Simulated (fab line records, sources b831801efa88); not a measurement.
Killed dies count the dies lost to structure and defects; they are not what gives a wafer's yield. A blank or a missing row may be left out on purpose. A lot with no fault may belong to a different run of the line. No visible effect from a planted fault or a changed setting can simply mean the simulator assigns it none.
Chamber matching :: flow sfq_line :: SFQ_TRILAYER_A5C_DEP_PECVD_142 on pecvd-04 has 3 sister chambers
The step deposits SiO2 from SiH4/N2O, time 15.556 s, target thk 70 nm. 3 wafers are shown with their chamber, then 8 later ones without.

== WAFERS WITH THEIR CHAMBER ==
wafer: L954.6
chamber: 1
heater_power_w (W): 128

wafer: L957.6
chamber: 2
heater_power_w (W): 95

wafer: L963.4
chamber: 0
heater_power_w (W): 74

== WAFERS WITHOUT THEIR CHAMBER ==
wafer: L963.5
heater_power_w (W): 131

wafer: L963.6
heater_power_w (W): 81

wafer: L968.1
heater_power_w (W): 69

wafer: L968.3
heater_power_w (W): 92

wafer: L968.6
heater_power_w (W): 70

wafer: L971.4
heater_power_w (W): 81

wafer: L971.5
heater_power_w (W): 85

wafer: L971.6
heater_power_w (W): 121

== WHICH CHAMBER EACH WENT THROUGH ==
wafer: L963.5
from the rows above: 1
in truth: 1

wafer: L963.6
from the rows above: can't be placed: 0 or 2
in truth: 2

wafer: L968.1
from the rows above: 0
in truth: 0

wafer: L968.3
from the rows above: 2
in truth: 2

wafer: L968.6
from the rows above: 0
in truth: 0

wafer: L971.4
from the rows above: can't be placed: 0 or 2
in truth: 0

wafer: L971.5
from the rows above: can't be placed: 2 or 0
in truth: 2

wafer: L971.6
from the rows above: 1
in truth: 1
Correct placement for 5 of the 8. Unplaceable from these rows: 3, with the true chamber sitting among the candidates in 3. Placed wrongly: 0.
How it was worked out, from the rows above alone: a wafer's distance from a chamber is the root of the sum, over the readings, of the square of ((its reading less the chamber's mean) divided by the reading's scatter). The wafer belongs to the nearest chamber; if the next one is less than 2 further off, it can't be placed. The mean given for a chamber averages the wafers shown for that chamber. The scatter (one wafer shown for each chamber): square how far every hidden wafer sits from the nearest shown wafer, average those squares and take the square root.
